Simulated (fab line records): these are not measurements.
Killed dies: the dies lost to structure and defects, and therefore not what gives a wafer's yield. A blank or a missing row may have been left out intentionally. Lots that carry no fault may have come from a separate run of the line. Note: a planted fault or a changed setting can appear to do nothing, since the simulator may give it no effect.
Problem report, 8D (eight disciplines) form, completed by code || flow gf180mcu || the parts of the form that need people (team, actions taken, sign-off) are left out

1. THE ISSUE
Wafers with no fault read 798.6 W with a standard deviation of 2.5, whereas rf_fwd_power_W at GF_PASSIVATION_ETCH_11 reads a mean of 668.1 W on 1 wafer of 1 lot. That is -52 standard deviations from the usual mean.
The step: etches the open film in CF4/O2, stops on TiN, target depth 2040 nm, time 453.3 s.
First seen on wafer L391.2, day 32 14:27, on rie_diel-04. Wafers with a number at this step in the record: 33, from 11 lots. Rule for "out", or "out of limits": more than 4 standard deviations from the usual mean. The rest of the wafers with a number are treated as sound.

2. WHAT THIS IS AND IS NOT
{"question": "which readings at this step", "is": "rf_fwd_power_W, oes_product_au", "is not": "drypump_motor_current_A, throttle_valve_pct"}
{"question": "which lots", "is": "L391", "is not": "L378, L380, L381, L382, L389, L392, L395, L397, L400, L401"}
{"question": "which wafers of those lots", "is": "L391.2", "is not": "L391.3, L391.6"}
{"question": "read on which tools", "is": "rie_diel-04", "is not": "rie_diel-02, rie_diel-03"}
{"question": "when", "is": "from day 32 14:27", "is not": "up to then (17 sound wafers); but 15 sound wafers of L392, L395, L397, L400, L401 came after"}

3. THE SUSPECTS, EACH WITH WHAT RULES IT OUT
Counting: if a tool at a process step up to the reading ran every lot that is out, it stays a suspect. Sound lots after the first of them don't rule it out here, since some wafers of a struck lot are sound.
- rie_diel-01 at GF_V5_ETCH_16 (etches BARC in N2/H2): kept. L391, the lot that is out, went through it at day 31 02:04; up to then, the latest sound lot through it was L389 at day 30 15:10.
- pvd_sputter-04 at GF_V5_SPUTTER_22 (material TiN, target thk 10 nm, time 40 s): kept. L391, the lot that is out, went through it at day 31 02:51; up to then, the latest sound lot through it was L389 at day 30 15:55.
- cmp-02 at GF_V5_CMP_26 (polishes, stops on SiO2, t overpolish 15 s, target thk 0 nm): kept. L391, the lot that is out, went through it at day 31 03:11; up to then, the latest sound lot through it was L382 at day 28 15:22.
- rie_diel-04 at GF_PASSIVATION_ETCH_11 (etches the open film in CF4/O2, stops on TiN, target depth 2040 nm, time 453.3 s): kept. L391, the lot that is out, went through it at day 32 14:27; up to then, the latest sound lot through it was L382 at day 30 07:05. Its own oes_product_au, rf_fwd_power_W readings are out on those wafers.
- Within rie_diel-01 at GF_V5_ETCH_16: the wafers that are out ran in chamber 3; their sound lot-mates ran in chamber 1.
- At GF_V5_CMP_26, inside cmp-02: chamber 1 took the wafers that are out, while their sound lot-mates went through chambers 0, 3.
- Within rie_diel-04 at GF_PASSIVATION_ETCH_11: the wafers that are out ran in chamber 3; their sound lot-mates ran in chamber 0.
Left after counting: rie_diel-01 at GF_V5_ETCH_16, pvd_sputter-04 at GF_V5_SPUTTER_22, cmp-02 at GF_V5_CMP_26, rie_diel-04 at GF_PASSIVATION_ETCH_11.

4. THE CAUSE (what the simulator had put in)
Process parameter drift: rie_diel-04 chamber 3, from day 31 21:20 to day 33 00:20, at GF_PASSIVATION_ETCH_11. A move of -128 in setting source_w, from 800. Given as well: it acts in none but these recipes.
Counting left 4 suspects, and this tool is among them.

5. THE CHAIN OF EFFECTS, in route order
Each row: a reading whose mean over the struck wafers that have a number lies more than 3 standard deviations from the usual. Readings are gone through only where the record gives a usual standard deviation; hours: the median, over the lots, of the time from a lot's start at the first step in this table giving one to that lot's start at this step; sigmas: the change measured in usual standard deviations.
{"hours": 0, "step": "GF_PASSIVATION_ETCH_11", "reading": "oes_product_au", "usual": "0.988 a.u.", "on struck wafers": 0.897, "change": -0.091, "sigmas": -15}
{"hours": 0, "step": "GF_PASSIVATION_ETCH_11", "reading": "rf_fwd_power_W", "usual": "798.6 W", "on struck wafers": 668.1, "change": -130.5, "sigmas": -52}
{"hours": 0, "step": "GF_PASSIVATION_STRIP_12", "reading": "strip_time_to_endpoint_s", "usual": "33.00 s", "on struck wafers": 35.38, "change": "+2.38", "sigmas": "+10"}
{"hours": 2, "step": "GF_PASSIVATION_PROBE_99", "reading": "defect_limited_yield", "usual": "90.2 %", "on struck wafers": 81.5, "change": -8.7, "sigmas": -5.8}
{"hours": 2, "step": "GF_PASSIVATION_PROBE_99", "reading": "killed_at_M0_to_M3", "usual": 21, "on struck wafers": 40, "change": "+19", "sigmas": "+4.0"}
{"hours": 2, "step": "GF_PASSIVATION_PROBE_99", "reading": "killed_at_other", "usual": 0.1, "on struck wafers": 22.0, "change": "+21.9", "sigmas": "+71"}
{"hours": 2, "step": "GF_PASSIVATION_PROBE_99", "reading": "killed_dies", "usual": 48, "on struck wafers": 91, "change": "+43", "sigmas": "+5.9"}
{"hours": 2, "step": "GF_PASSIVATION_PROBE_99", "reading": "killed_on_rim", "usual": 9, "on struck wafers": 31, "change": "+22", "sigmas": "+7.1"}
{"hours": 2, "step": "GF_PASSIVATION_PROBE_99", "reading": "sort_bin_5_function", "usual": "5.7 %", "on struck wafers": 12.6, "change": "+6.9", "sigmas": "+6.9"}
{"hours": 2, "step": "GF_PASSIVATION_PROBE_99", "reading": "sort_n_pass", "usual": 444, "on struck wafers": 401, "change": -43, "sigmas": -5.9}
{"hours": 2, "step": "GF_PASSIVATION_PROBE_99", "reading": "sort_yield_pct", "usual": "90.2 %", "on struck wafers": 81.5, "change": -8.7, "sigmas": -5.8}
It contains these process steps:
- GF_PASSIVATION_ETCH_11: etches the open film in CF4/O2, stops on TiN, target depth 2040 nm, time 453.3 s.
- GF_PASSIVATION_STRIP_12: strips in O2/N2.
- GF_PASSIVATION_PROBE_99

6. WHAT WOULD HAVE CAUGHT IT SOONER
First out-of-limits reading in this record: day 32 14:27, which is 17 hours after fault onset at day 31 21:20.
